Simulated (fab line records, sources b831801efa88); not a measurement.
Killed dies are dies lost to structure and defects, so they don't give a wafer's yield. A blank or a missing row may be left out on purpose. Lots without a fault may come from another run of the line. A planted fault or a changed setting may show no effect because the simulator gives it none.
fab line records | flow sky130
record lots=5 wafers=15 last_day=49
route steps=708 shown VIA1@467 METAL2@483
lots that met no fault: from a run of the same line without faults
start_h: hours from the record's first day to the start of the lot's first wafer shown | wait_h: hours since the lot's step before | " the same as in the row above | L1.1+2: a row that stands for several wafers | - no value, or no start given | * or withheld: withheld | < > ~ a bound
route shown NAME@n: a module of which the file shows steps, and the number in the route of the first | usual: mean/standard deviation of fault-free wafers | same: alike in all rows | chamber/n: place in a boat | sites: the reading at each site | _std_site: their standard deviation | _edge_site: outer sites' mean less inner sites' | radius_mm: how far each site lies from the wafer's centre | mask NAME#n: copy n | behind: the tool/chamber that last shaped the wafer | hold: why the lot was held/for how many hours/how that ended | device: the transistor (n, p or np) that didn't switch | end of line: the same wafers' tests at the end of the route | a step without rows: its recipe alone | killed: dies lost to structure and defects at the first sort, not the wafer's yield | map: a wafer's dies, x killed, . not, _ none there
set.NAME: the setting as run; set.NAME@STEP: as run at that earlier step | model.NAME: the simulator's own value behind a step, which no gauge read
lots at some steps of the route; a table a step, a row a wafer
services: from which hour (start_h, from the record's first day; less than 0 if before it) a tool's chamber was out of use, for how many hours, and why
## steps
# step SKY_VIA1_EXPOSE_09
# recipe mask_id=VIM na=0.8 source_shape=annular sigma_inner=0.55 sigma_outer=0.85 target_cd_nm=150 dose_mj=38
# columns lot.wafer tool chamber start_h wait_h mask
L076.1+3+6 krf_scanner-01 0 - - VIM#0
L089.3+5+6 krf_scanner-02 0 - - VIM#0
L091.1+2+4 krf_scanner-01 0 - - VIM#0
L090.2+4+5 krf_scanner-02 0 - - VIM#0
L093.1+3+5 krf_scanner-02 0 - - VIM#0
# step SKY_VIA1_PEB_10
# recipe peb_temp_c=withheld peb_time_s=withheld resist=KrF-thick
# columns lot.wafer tool chamber start_h wait_h
L076.1+3+6 litho_track-04 0 - -
L089.3+5+6 litho_track-04 0 - -
L091.1+2+4 litho_track-03 0 - -
L090.2+4+5 litho_track-03 0 - -
L093.1+3+5 litho_track-04 0 - -
# step SKY_VIA1_DEVELOP_11
# recipe develop_time_s=60 resist=KrF-thick dev_temp_c=21
# columns lot.wafer tool chamber start_h wait_h
L076.1+3+6 litho_track-04 0 - -
L089.3+5+6 litho_track-04 0 - -
L091.1+2+4 litho_track-03 0 - -
L090.2+4+5 litho_track-03 0 - -
L093.1+3+5 litho_track-04 0 - -
# step SKY_VIA1_CD_MEAS_12
# recipe target_cd_nm=150
# usual cd_nm=150.2/1.8
# columns lot.wafer tool chamber start_h wait_h cd_nm
L076.1 cd_sem-02 - 833.72 - 148.6
L076.3 " - " " 150.0
L076.6 " - " " 147.8
L089.3 cd_sem-01 - 925.06 - 152.9
L089.5 " - " " 151.2
L089.6 " - " " 152.7
L091.1 cd_sem-02 - 926.28 - 150.6
L091.2 " - " " 149.8
L091.4 " - " " 152.6
L090.2 cd_sem-01 - 926.95 - 151.0
L090.4 " - " " 151.6
L090.5 " - " " 151.6
L093.1 cd_sem-02 - 934.67 - 150.5
L093.3 " - " " 150.4
L093.5 " - " " 149.9
# step SKY_VIA1_OVL_MEAS_13
# usual VIA1_OVL=-1/5.2
# columns lot.wafer tool chamber start_h wait_h VIA1_OVL[nm]
L076.1 overlay-01 - 833.84 0.1 -3
L076.3 " - " " 6
L076.6 " - " " 3
L089.3 overlay-01 - 925.15 0.1 7
L089.5 " - " " 7
L089.6 " - " " 9
L091.1 overlay-01 - 926.40 0.1 -2
L091.2 " - " " -7
L091.4 " - " " 1
L090.2 overlay-01 - 927.05 0.1 -4
L090.4 " - " " 1
L090.5 " - " " -1
L093.1 overlay-02 - 934.79 0.1 -3
L093.3 " - " " -4
L093.5 " - " " 5
# step SKY_VIA1_ETCH_14
# recipe chemistry=N2/H2 target=BARC ion_energy_ev=200 source_w=500 bias_w=100 pressure_mtorr=30 n2_flow_sccm=100 h2_flow_sccm=200 stop_on=SiO2 time_s=45.9 target_depth_a=600
# usual chamber_pressure_mTorr=29.996/0.028 drypump_motor_current_A=6.0/0.34 oes_product_au=0.856/0.005 throttle_valve_pct=13.224/0.0095
# columns lot.wafer tool chamber start_h wait_h chamber_pressure_mTorr drypump_motor_current_A oes_product_au rf_hours_counter_h throttle_valve_pct
L076.1 rie_diel-03 1 833.87 0.0 30.078 6.6 0.867 10 13.214
L076.3 " 0 " " 30.020 6.1 0.861 2 13.221
L076.6 " 1 " " 29.999 6.7 0.857 - 13.228
L089.3 rie_diel-03 1 925.18 0.0 30.014 6.7 0.857 12 13.217
L089.5 " 2 " " 29.961 6.2 0.857 - 13.219
L089.6 " 3 " " 30.050 5.7 0.855 - 13.241
L091.1 rie_diel-04 3 926.43 0.0 30.025 5.5 0.858 13 13.221
L091.2 " 1 " " 29.974 6.2 0.849 3 13.233
L091.4 " 0 " " 29.964 6.1 0.854 10 13.218
L090.2 rie_diel-03 2 927.08 0.0 29.982 6.2 0.860 12 13.232
L090.4 " 3 " " 30.017 5.8 0.852 9 13.232
L090.5 " 1 " " 30.020 6.7 0.851 - 13.226
L093.1 rie_diel-02 3 934.83 0.0 30.007 5.6 0.864 5 13.233
L093.3 " 1 " " 30.017 5.7 0.855 10 13.224
L093.5 " 1 " " 29.989 5.7 0.864 - 13.218
# step SKY_VIA1_ETCH_15
# recipe target=SiO2 chemistry=C4F8/O2/Ar target_depth_nm=351 stop_on=TiN mask_material=KrF-thick source_w=1500 bias_w=1156 pressure_mtorr=40 c4f8_flow_sccm=withheld O2_flow_sccm=6 Ar_flow_sccm=300 time_s=54
# usual chamber_pressure_mTorr=40.00/0.038 oes_product_au=0.981/0.0052
# columns lot.wafer tool chamber start_h wait_h chamber_pressure_mTorr oes_product_au rf_hours_counter_h
L076.1 rie_diel-03 1 833.92 0.0 40.04 0.986 10
L076.3 " 0 " " 40.05 0.988 2
L076.6 " 1 " " 40.06 0.985 -
L089.3 rie_diel-03 1 925.22 0.0 40.05 0.983 12
L089.5 " 2 " " 40.00 0.986 -
L089.6 " 3 " " 39.99 0.980 -
L091.1 rie_diel-04 3 926.48 0.0 39.99 0.985 13
L091.2 " 1 " " 40.08 0.986 3
L091.4 " 0 " " 40.01 0.973 10
L090.2 rie_diel-03 2 927.13 0.0 40.08 0.979 12
L090.4 " 3 " " 40.02 0.980 9
L090.5 " 1 " " 40.07 0.976 -
L093.1 rie_diel-02 3 934.87 0.0 39.99 0.971 5
L093.3 " 1 " " 40.02 0.978 10
L093.5 " 1 " " 40.00 0.979 -
# step SKY_VIA1_STRIP_16
# recipe chemistry=O2/N2 power_w=1400 pressure_mtorr=1500 platen_temp_c=withheld o2_flow_sccm=3000 n2_flow_sccm=300 overash_fraction=0.5
# usual chamber_pressure_mTorr=1499.9/1.3 drypump_motor_current_A=5.75/0.17 oes_product_au=0.416/0.0046 strip_time_to_endpoint_s=4.461/0.018
# columns lot.wafer tool chamber start_h wait_h chamber_pressure_mTorr drypump_motor_current_A oes_product_au rf_hours_counter_h strip_time_to_endpoint_s
L076.1 plasma_asher-02 1 833.96 0.0 1500.1 5.85 0.420 67 4.479
L076.3 " 1 " " 1499.9 5.85 0.413 - 4.474
L076.6 " 1 " " 1501.9 5.84 0.416 - 4.471
L089.3 plasma_asher-04 0 925.30 0.1 1500.1 5.79 0.415 - 4.470
L089.5 " 0 " " 1499.6 5.80 0.417 - 4.466
L089.6 " 1 " " 1500.5 6.14 0.416 - 4.434
L091.1 plasma_asher-02 1 926.52 0.0 1498.9 5.87 0.422 76 4.441
L091.2 " 0 " " 1498.0 5.55 0.412 76 4.459
L091.4 " 1 " " 1498.3 5.89 0.420 - 4.449
L090.2 plasma_asher-04 0 927.17 0.0 1500.5 5.83 0.415 18 4.467
L090.4 " 1 " " 1499.3 6.15 0.420 - 4.460
L090.5 " 1 " " 1497.9 6.14 0.425 - 4.453
L093.1 plasma_asher-02 0 934.91 0.0 1501.6 5.57 0.414 77 4.484
L093.3 " 0 " " 1498.5 5.55 0.413 - 4.445
L093.5 " 1 " " 1500.3 5.84 0.416 - 4.454
# step SKY_VIA1_STRIP_17
# recipe chemistry=post_etch_residue_remover time_s=1200 temp_c=72.5
# columns lot.wafer tool chamber start_h wait_h
L076.1+3+6 wet_bench-03 0 834.06 0.1
L089.3+5+6 wet_bench-04 2 925.36 0.0
L091.1+2+4 wet_bench-02 2 926.62 0.1
L090.2+4+5 wet_bench-02 3 927.27 0.1
L093.1+3+5 wet_bench-04 2 935.01 0.1
# step SKY_VIA1_CLEAN_18
# recipe chemistry=IPA time_s=180 temp_c=25
# columns lot.wafer tool chamber start_h wait_h
L076.1+3+6 wet_bench-02 3 834.41 0.0
L089.3+5+6 wet_bench-02 0 925.71 0.0
L091.1+2+4 wet_bench-03 3 926.96 0.0
L090.2+4+5 wet_bench-03 2 927.61 0.0
L093.1+3+5 wet_bench-02 0 935.36 0.0
# step SKY_VIA1_CLEAN_19
# recipe chemistry=O3/DIW dry=n2_spin
# columns lot.wafer tool chamber start_h wait_h
L076.1+3+6 wet_bench-04 2 834.47 0.0
L089.3+5+6 wet_bench-02 0 925.76 0.0
L091.1+2+4 wet_bench-04 2 927.09 0.0
L090.2+4+5 wet_bench-04 0 927.67 0.0
L093.1+3+5 wet_bench-04 0 935.41 0.0
# step SKY_VIA1_SPUTTER_20
# recipe material=TiN target_thk_nm=20 chamber_pressure_pa=5 power_w=4000 time_s=80
# usual throttle_valve_pct=29.9/1.2
# columns lot.wafer tool chamber start_h wait_h throttle_valve_pct
L076.1 pvd_sputter-01 - 834.56 0.0 30.6
L076.3 " - " " 30.5
L076.6 " - " " 27.9
L089.3 pvd_sputter-04 - 925.86 0.0 29.1
L089.5 " - " " 30.8
L089.6 " - " " 29.0
L091.1 pvd_sputter-02 - 927.18 0.0 29.3
L091.2 " - " " 29.3
L091.4 " - " " 28.4
L090.2 pvd_sputter-01 - 927.76 0.0 30.1
L090.4 " - " " 28.0
L090.5 " - " " 30.2
L093.1 pvd_sputter-02 - 935.51 0.0 29.3
L093.3 " - " " 32.0
L093.5 " - " " 29.4
# step SKY_VIA1_CVD_21
# recipe material=W target_thk_nm=270 time_s=80.902 temp_c=400 pressure_torr=40
# usual heater_power_w=947/120
# columns lot.wafer tool chamber start_h wait_h heater_power_w
L076.1 cvd_w-02 1 834.62 0.0 907
L076.3 " 1 " " 904
L076.6 " 1 " " 875
L089.3 cvd_w-02 1 925.95 0.1 898
L089.5 " 0 " " 1095
L089.6 " 1 " " 907
L091.1 cvd_w-01 0 927.24 0.0 774
L091.2 " 1 " " 838
L091.4 " 1 " " 847
L090.2 cvd_w-02 1 927.82 0.0 904
L090.4 " 1 " " 943
L090.5 " 0 " " 1098
L093.1 cvd_w-01 1 935.57 0.0 851
L093.3 " 0 " " 771
L093.5 " 0 " " 761
# step SKY_VIA1_RS_MEAS_22
# recipe thk_meas_gauge=four-point-probe reads=W_of_VIA1_CVD_21+TiN_of_VIA1_SPUTTER_20
# usual VIA1_W_RS=0.424/0.0073
# columns lot.wafer tool chamber start_h wait_h VIA1_W_RS[ohm/sq]
L076.1 film_metro-04 - 834.71 0.1 0.424
L076.3 " - " " 0.422
L076.6 " - " " 0.424
L089.3 film_metro-01 - 926.05 0.1 0.424
L089.5 " - " " 0.432
L089.6 " - " " 0.426
L091.1 film_metro-01 - 927.34 0.1 0.425
L091.2 " - " " 0.408
L091.4 " - " " 0.411
L090.2 film_metro-02 - 927.94 0.1 0.425
L090.4 " - " " 0.423
L090.5 " - " " 0.428
L093.1 film_metro-02 - 935.66 0.1 0.408
L093.3 " - " " 0.421
L093.5 " - " " 0.422
# step SKY_VIA1_THK_MEAS_23
# recipe thk_meas_gauge=xrf reads=W_of_VIA1_CVD_21
# usual VIA1_W_THK=272/5.4
# columns lot.wafer tool chamber start_h wait_h VIA1_W_THK[nm]
L076.1 film_metro-04 - 834.83 0.1 273
L076.3 " - " " 274
L076.6 " - " " 273
L089.3 film_metro-01 - 926.15 0.1 267
L089.5 " - " " 265
L089.6 " - " " 269
L091.1 film_metro-01 - 927.46 0.1 268
L091.2 " - " " 279
L091.4 " - " " 278
L090.2 film_metro-02 - 928.05 0.1 272
L090.4 " - " " 273
L090.5 " - " " 270
L093.1 film_metro-02 - 935.78 0.1 285
L093.3 " - " " 273
L093.5 " - " " 273
# step SKY_VIA1_CMP_24
# recipe stop_on=SiO2 t_overpolish_s=15 down_force_psi=3.5 platen_rpm=60 target_thk_nm=0 pad_velocity_m_s=0.94248
# usual motor_current_A=11.0/0.8 overpolish_run_s=15.000/0.009 time_to_endpoint_s=65.5/2.8
# columns lot.wafer tool chamber start_h wait_h motor_current_A overpolish_run_s time_to_endpoint_s
L076.3 cmp-02 3 834.89 0.0 10.9 14.989 65.6
L076.1 " 0 " " 11.7 15.001 68.3
L076.6 " 3 " " 11.0 14.978 67.4
L089.3 cmp-01 2 926.34 0.2 10.4 15.009 66.2
L089.5 " 3 " " 11.2 14.986 64.5
L089.6 " 0 " " 10.4 15.001 66.7
L091.2 cmp-01 3 927.52 0.0 10.8 14.997 62.8
L091.1 " 0 " " 10.1 14.998 67.6
L091.4 " 2 " " 10.4 14.992 64.9
L090.4 cmp-02 3 928.20 0.1 10.8 15.014 65.0
L090.2 " 0 " " 11.2 14.995 59.7
L090.5 " 1 " " 11.0 15.009 65.6
L093.3 cmp-02 2 935.94 0.1 10.1 15.003 64.5
L093.1 " 3 " " 11.1 15.005 66.0
L093.5 " 0 " " 11.6 14.991 62.2
# step SKY_METAL2_SPUTTER_00
# recipe material=Ti target_thk_nm=15 power_w=3000 time_s=10 chamber_pressure_pa=0.4
# usual throttle_valve_pct=30.5/0.87
# columns lot.wafer tool chamber start_h wait_h throttle_valve_pct
L076.1 pvd_sputter-03 - 835.19 0.2 30.5
L076.3 " - " " 31.1
L076.6 " - " " 30.6
L089.3 pvd_sputter-04 - 926.49 0.1 29.1
L089.5 " - " " 29.9
L089.6 " - " " 31.3
L091.1 pvd_sputter-03 - 927.82 0.2 31.5
L091.2 " - " " 31.6
L091.4 " - " " 30.3
L090.2 pvd_sputter-04 - 928.40 0.1 31.2
L090.4 " - " " 29.0
L090.5 " - " " 29.0
L093.1 pvd_sputter-01 - 936.14 0.1 30.4
L093.3 " - " " 30.3
L093.5 " - " " 30.2
# step SKY_METAL2_SPUTTER_01
# recipe material=TiN target_thk_nm=20 power_w=6500 time_s=16.7 chamber_pressure_pa=0.4
# usual throttle_valve_pct=30.5/0.89
# columns lot.wafer tool chamber start_h wait_h throttle_valve_pct
L076.1 pvd_sputter-03 - 835.22 0.0 30.4
L076.3 " - " " 31.2
L076.6 " - " " 30.4
L089.3 pvd_sputter-04 - 926.51 0.0 29.1
L089.5 " - " " 30.0
L089.6 " - " " 31.0
L091.1 pvd_sputter-03 - 927.84 0.0 31.4
L091.2 " - " " 31.7
L091.4 " - " " 30.2
L090.2 pvd_sputter-04 - 928.42 0.0 31.2
L090.4 " - " " 29.1
L090.5 " - " " 29.1
L093.1 pvd_sputter-01 - 936.17 0.0 30.3
L093.3 " - " " 30.1
L093.5 " - " " 30.0
# step SKY_METAL2_SPUTTER_02
# recipe material=AlCu target_thk_nm=250 power_w=10600 time_s=13.3 chamber_pressure_pa=0.4
# usual throttle_valve_pct=30.6/0.9
# columns lot.wafer tool chamber start_h wait_h throttle_valve_pct
L076.1 pvd_sputter-03 - 835.24 0.0 30.3
L076.3 " - " " 31.4
L076.6 " - " " 30.5
L089.3 pvd_sputter-04 - 926.54 0.0 28.7
L089.5 " - " " 29.9
L089.6 " - " " 31.1
L091.1 pvd_sputter-03 - 927.86 0.0 31.2
L091.2 " - " " 31.7
L091.4 " - " " 30.4
L090.2 pvd_sputter-04 - 928.45 0.0 31.0
L090.4 " - " " 28.9
L090.5 " - " " 29.0
L093.1 pvd_sputter-01 - 936.19 0.0 30.4
L093.3 " - " " 30.2
L093.5 " - " " 30.3
# step SKY_METAL2_SPUTTER_03
# recipe material=Ti target_thk_nm=5 power_w=3000 time_s=3.3 chamber_pressure_pa=0.4
# usual throttle_valve_pct=30.5/0.87
# columns lot.wafer tool chamber start_h wait_h throttle_valve_pct
L076.1 pvd_sputter-03 - 835.27 0.0 30.4
L076.3 " - " " 31.0
L076.6 " - " " 30.4
L089.3 pvd_sputter-04 - 926.56 0.0 28.9
L089.5 " - " " 30.1
L089.6 " - " " 31.1
L091.1 pvd_sputter-03 - 927.89 0.0 31.2
L091.2 " - " " 31.9
L091.4 " - " " 30.5
L090.2 pvd_sputter-04 - 928.47 0.0 31.1
L090.4 " - " " 29.0
L090.5 " - " " 29.0
L093.1 pvd_sputter-01 - 936.22 0.0 30.2
L093.3 " - " " 30.2
L093.5 " - " " 29.9
# step SKY_METAL2_SPUTTER_04
# recipe material=TiN target_thk_nm=70 power_w=6500 time_s=58.3 chamber_pressure_pa=0.4
# usual throttle_valve_pct=30.5/0.87
# columns lot.wafer tool chamber start_h wait_h throttle_valve_pct
L076.1 pvd_sputter-03 - 835.28 0.0 30.5
L076.3 " - " " 31.6
L076.6 " - " " 30.4
L089.3 pvd_sputter-04 - 926.58 0.0 29.4
L089.5 " - " " 30.0
L089.6 " - " " 31.1
L091.1 pvd_sputter-03 - 927.91 0.0 31.2
L091.2 " - " " 32.0
L091.4 " - " " 30.5
L090.2 pvd_sputter-04 - 928.49 0.0 30.9
L090.4 " - " " 28.9
L090.5 " - " " 29.0
L093.1 pvd_sputter-01 - 936.24 0.0 30.4
L093.3 " - " " 30.3
L093.5 " - " " 30.3
# step SKY_METAL2_RS_MEAS_05
# recipe thk_meas_gauge=four-point-probe reads=TiN_of_METAL2_SPUTTER_04+Ti_of_METAL2_SPUTTER_03+AlCu_of_METAL2_SPUTTER_02+TiN_of_METAL2_SPUTTER_01+Ti_of_METAL2_SPUTTER_00
# usual METAL2_ALCU_RS=0.1269/0.0011
# columns lot.wafer tool chamber start_h wait_h METAL2_ALCU_RS[ohm/sq]
L076.1 film_metro-03 - 835.33 0.0 0.1247
L076.3 " - " " 0.1258
L076.6 " - " " 0.1250
L089.3 film_metro-04 - 926.67 0.1 0.1272
L089.5 " - " " 0.1266
L089.6 " - " " 0.1255
L091.1 film_metro-03 - 927.96 0.0 0.1280
L091.2 " - " " 0.1278
L091.4 " - " " 0.1283
L090.2 film_metro-04 - 928.56 0.0 0.1253
L090.4 " - " " 0.1269
L090.5 " - " " 0.1268
L093.1 film_metro-04 - 936.28 0.0 0.1270
L093.3 " - " " 0.1267
L093.5 " - " " 0.1263
# step SKY_METAL2_THK_MEAS_06
# recipe thk_meas_gauge=xrf reads=AlCu_of_METAL2_SPUTTER_02
# usual METAL2_ALCU_THK=252.4/2.5
# columns lot.wafer tool chamber start_h wait_h METAL2_ALCU_THK[nm]
L076.1 film_metro-03 - 835.45 0.1 259.4
L076.3 " - " " 257.1
L076.6 " - " " 257.0
L089.3 film_metro-04 - 926.77 0.1 252.2
L089.5 " - " " 252.4
L089.6 " - " " 253.5
L091.1 film_metro-03 - 928.08 0.1 248.0
L091.2 " - " " 249.5
L091.4 " - " " 246.5
L090.2 film_metro-04 - 928.67 0.1 255.7
L090.4 " - " " 251.8
L090.5 " - " " 250.5
L093.1 film_metro-04 - 936.40 0.1 251.5
L093.3 " - " " 253.5
L093.5 " - " " 252.4
# step SKY_METAL2_DEHYDRATE_07
# recipe temp_c=200 time_s=60
# columns lot.wafer tool chamber start_h wait_h
L076.1+3+6 litho_track-04 0 847.62 12.2
L089.3+5+6 litho_track-04 0 938.27 11.5
L091.1+2+4 litho_track-02 0 939.37 11.3
L090.2+4+5 litho_track-02 0 940.19 11.5
L093.1+3+5 litho_track-04 0 947.47 11.1
# step SKY_METAL2_HMDS_08
# recipe prime_time_s=60 prime_temp_c=120
# columns lot.wafer tool chamber start_h wait_h
L076.1+3+6 litho_track-04 0 847.77 0.1
L089.3+5+6 litho_track-04 0 938.42 0.1
L091.1+2+4 litho_track-02 0 939.52 0.1
L090.2+4+5 litho_track-02 0 940.34 0.1
L093.1+3+5 litho_track-04 0 947.62 0.1
# step SKY_METAL2_COAT_09
# recipe resist=BARC temp_c=withheld time_s=withheld spin_rpm=3000 resist_thk_nm=60
# columns lot.wafer tool chamber start_h wait_h
L076.1+3+6 litho_track-04 0 847.92 0.1
L089.3+5+6 litho_track-04 0 938.57 0.1
L091.1+2+4 litho_track-02 0 939.67 0.1
L090.2+4+5 litho_track-02 0 940.49 0.1
L093.1+3+5 litho_track-04 0 947.77 0.1
# step SKY_METAL2_COAT_10
# recipe resist=KrF-thick spin_rpm=3000 resist_thk_nm=450
# columns lot.wafer tool chamber start_h wait_h
L076.1+3+6 litho_track-04 0 - -
L089.3+5+6 litho_track-04 0 - -
L091.1+2+4 litho_track-02 0 - -
L090.2+4+5 litho_track-02 0 - -
L093.1+3+5 litho_track-04 0 - -
# step SKY_METAL2_SOFTBAKE_11
# recipe temp_c=100 time_s=90 resist=KrF-thick
# columns lot.wafer tool chamber start_h wait_h
L076.1+3+6 litho_track-04 0 - -
L089.3+5+6 litho_track-04 0 - -
L091.1+2+4 litho_track-02 0 - -
L090.2+4+5 litho_track-02 0 - -
L093.1+3+5 litho_track-04 0 - -
# step SKY_METAL2_EXPOSE_12
# recipe mask_id=MM2 na=0.8 source_shape=annular sigma_inner=0.55 sigma_outer=0.85 target_cd_nm=140 dose_mj=28
# columns lot.wafer tool chamber start_h wait_h mask
L076.1+3+6 krf_scanner-02 0 - - MM2#0
L089.3+5+6 krf_scanner-01 0 - - MM2#0
L091.1+2+4 krf_scanner-01 0 - - MM2#0
L090.2+4+5 krf_scanner-02 0 - - MM2#0
L093.1+3+5 krf_scanner-02 0 - - MM2#0
# step SKY_METAL2_PEB_13
# recipe peb_temp_c=withheld peb_time_s=withheld resist=KrF-thick
# columns lot.wafer tool chamber start_h wait_h
L076.1+3+6 litho_track-02 0 - -
L089.3+5+6 litho_track-02 0 - -
L091.1+2+4 litho_track-02 0 - -
L090.2+4+5 litho_track-03 0 - -
L093.1+3+5 litho_track-02 0 - -
# step SKY_METAL2_DEVELOP_14
# recipe develop_time_s=58.7 resist=KrF-thick dev_temp_c=21
# columns lot.wafer tool chamber start_h wait_h
L076.1+3+6 litho_track-02 0 - -
L089.3+5+6 litho_track-02 0 - -
L091.1+2+4 litho_track-02 0 - -
L090.2+4+5 litho_track-03 0 - -
L093.1+3+5 litho_track-02 0 - -
# step SKY_METAL2_CD_MEAS_15
# recipe target_cd_nm=140
# usual cd_nm=140.0/1.5
# columns lot.wafer tool chamber start_h wait_h cd_nm
L076.1 cd_sem-02 - 860.72 - 141.0
L076.3 " - " " 141.0
L076.6 " - " " 141.3
L089.3 cd_sem-02 - 950.61 - 138.3
L089.5 " - " " 138.9
L089.6 " - " " 138.3
L091.1 cd_sem-01 - 951.52 - 142.7
L091.2 " - " " 141.1
L091.4 " - " " 142.1
L090.2 cd_sem-01 - 952.55 - 139.3
L090.4 " - " " 138.8
L090.5 " - " " 139.8
L093.1 cd_sem-02 - 959.97 - 139.3
L093.3 " - " " 139.9
L093.5 " - " " 139.4
# step SKY_METAL2_OVL_MEAS_16
# usual METAL2_OVL=0/5.8
# columns lot.wafer tool chamber start_h wait_h METAL2_OVL[nm]
L076.1 overlay-01 - 860.84 0.1 8
L076.3 " - " " 3
L076.6 " - " " 0
L089.3 overlay-01 - 950.70 0.1 -6
L089.5 " - " " -8
L089.6 " - " " -13
L091.1 overlay-01 - 951.64 0.1 -5
L091.2 " - " " -3
L091.4 " - " " -1
L090.2 overlay-01 - 952.65 0.1 8
L090.4 " - " " 16
L090.5 " - " " 21
L093.1 overlay-02 - 960.09 0.1 11
L093.3 " - " " 10
L093.5 " - " " 7
# step SKY_METAL2_DESCUM_17
# recipe chemistry=O2 source_power_w=150 bias_power_w=0 pressure_mtorr=10 temp_c=40 time_s=8
# usual chamber_pressure_mTorr=10.000/0.0077 drypump_motor_current_A=5.2/0.39 oes_product_au=1.002/0.0091
# columns lot.wafer tool chamber start_h wait_h chamber_pressure_mTorr drypump_motor_current_A oes_product_au rf_hours_counter_h
L076.1 rie_metal-01 0 860.87 0.0 10.007 4.8 0.997 6
L076.3 " 0 " " 10.000 4.9 1.000 -
L076.6 " 1 " " 10.005 5.1 1.009 -
L089.3 rie_metal-04 0 950.73 0.0 10.004 5.6 1.021 -
L089.5 " 0 " " 10.002 5.6 1.012 -
L089.6 " 1 " " 10.003 5.5 1.000 -
L091.1 rie_metal-01 0 951.67 0.0 10.001 4.9 0.993 12
L091.2 " 0 " " 9.999 4.9 1.004 -
L091.4 " 0 " " 10.006 4.9 0.991 -
L090.2 rie_metal-02 1 952.68 0.0 10.004 5.9 1.000 16
L090.4 " 1 " " 10.006 5.9 0.990 -
L090.5 " 0 " " 9.995 4.8 0.993 -
L093.1 rie_metal-04 0 960.12 0.0 10.000 5.6 1.014 6
L093.3 " 0 " " 9.992 5.6 1.013 -
L093.5 " 1 " " 9.991 5.5 1.001 -
# step SKY_METAL2_ETCH_18
# recipe chemistry=N2/H2 target=BARC ion_energy_ev=200 bias_w=100 pressure_mtorr=30 n2_flow_sccm=100 h2_flow_sccm=200 icp_w=500 stop_on=SiO2 time_s=45.9 target_depth_a=600
# usual chamber_pressure_mTorr=29.997/0.027 drypump_motor_current_A=5.3/0.39 oes_product_au=0.856/0.0048 throttle_valve_pct=13.225/0.0086
# columns lot.wafer tool chamber start_h wait_h chamber_pressure_mTorr drypump_motor_current_A oes_product_au rf_hours_counter_h throttle_valve_pct
L076.1 rie_metal-01 0 860.90 0.0 29.949 4.9 0.856 7 13.226
L076.3 " 0 " " 30.013 4.9 0.856 - 13.235
L076.6 " 1 " " 29.991 5.1 0.852 - 13.230
L089.3 rie_metal-04 0 950.77 0.0 30.008 5.6 0.861 - 13.226
L089.5 " 0 " " 30.040 5.7 0.856 - 13.219
L089.6 " 1 " " 30.021 5.5 0.868 - 13.226
L091.1 rie_metal-01 0 951.74 0.1 29.974 4.9 0.854 12 13.237
L091.2 " 0 " " 30.012 4.9 0.854 - 13.237
L091.4 " 0 " " 30.010 4.9 0.863 - 13.223
L090.2 rie_metal-02 1 952.71 0.0 30.002 5.9 0.853 16 13.228
L090.4 " 1 " " 30.016 6.0 0.860 - 13.236
L090.5 " 0 " " 29.983 4.8 0.854 - 13.220
L093.1 rie_metal-04 0 960.15 0.0 29.981 5.7 0.867 6 13.207
L093.3 " 0 " " 30.003 5.7 0.858 - 13.217
L093.5 " 1 " " 30.057 5.5 0.858 - 13.221
# step SKY_METAL2_METAL_ETCH_19
# recipe target_depth_a=3600 stop_on=SiO2 over_etch_frac=0.3 time_s=78 chemistry=Cl2/BCl3 resist_sidewall_deg=88 pressure_mtorr=10 icp_w=900 bias_w=48.5 Cl2_flow_sccm=60 bcl3_flow_sccm=30
# usual bcl3_flow_sccm=30.00/0.092 chamber_pressure_mTorr=10.000/0.0094 drypump_motor_current_A=5.2/0.39 oes_product_au=0.855/0.0054 throttle_valve_pct=22.265/0.0097
# columns lot.wafer tool chamber start_h wait_h bcl3_flow_sccm chamber_pressure_mTorr drypump_motor_current_A oes_product_au rf_hours_counter_h throttle_valve_pct
L076.1 rie_metal-01 0 860.97 0.0 29.98 10.013 4.9 0.857 7 22.265
L076.3 " 0 " " 29.96 10.004 4.9 0.860 - 22.263
L076.6 " 1 " " 30.12 10.007 5.0 0.858 - 22.280
L089.3 rie_metal-04 0 950.85 0.1 30.02 9.998 5.6 0.848 - 22.277
L089.5 " 0 " " 29.98 9.997 5.6 0.856 - 22.252
L089.6 " 1 " " 30.16 10.046 5.5 0.865 - 22.274
L091.1 rie_metal-01 0 951.86 0.1 29.98 9.998 4.9 0.854 13 22.270
L091.2 " 0 " " 30.11 9.997 4.9 0.865 - 22.259
L091.4 " 0 " " 30.10 10.011 4.9 0.860 - 22.270
L090.2 rie_metal-02 1 952.78 0.0 29.95 10.010 6.0 0.854 16 22.275
L090.4 " 1 " " 29.91 10.012 5.9 0.856 - 22.239
L090.5 " 0 " " 30.00 10.003 4.8 0.848 - 22.262
L093.1 rie_metal-04 0 960.22 0.0 30.11 9.992 5.6 0.855 6 22.243
L093.3 " 0 " " 30.08 10.003 5.7 0.853 - 22.266
L093.5 " 1 " " 30.03 9.995 5.5 0.852 - 22.258
## services
# columns tool chamber start_h hours kind
krf_scanner-02 - 798.20 0.3 repair
krf_scanner-02 - 801.10 3.6 pm
krf_scanner-02 - 808.08 0.8 pm
krf_scanner-01 - 810.02 7.9 repair
pvd_sputter-04 - 813.47 4.0 repair
krf_scanner-02 - 817.94 4.4 pm
pvd_sputter-03 - 820.28 5.5 repair
cmp-02 - 821.63 5.8 pm
rie_metal-02 - 822.72 2.8 pm
krf_scanner-02 - 829.28 1.0 pm
krf_scanner-01 - 839.88 1.3 pm
plasma_asher-02 - 846.21 5.5 repair
rie_diel-03 0 854.62 2.7 repair
rie_metal-02 1 858.04 4.1 repair
krf_scanner-01 - 858.05 0.8 pm
rie_metal-04 0 874.93 1.7 repair
krf_scanner-01 - 885.49 1.0 pm
rie_metal-04 0 893.58 5.1 repair
rie_diel-03 1 893.60 2.9 repair
rie_diel-03 3 901.98 11.4 repair
krf_scanner-02 - 905.04 0.4 repair
wet_bench-04 - 905.41 6.5 repair
rie_metal-04 - 944.82 0.9 repair
rie_diel-03 - 955.67 0.3 repair
## key
fault none
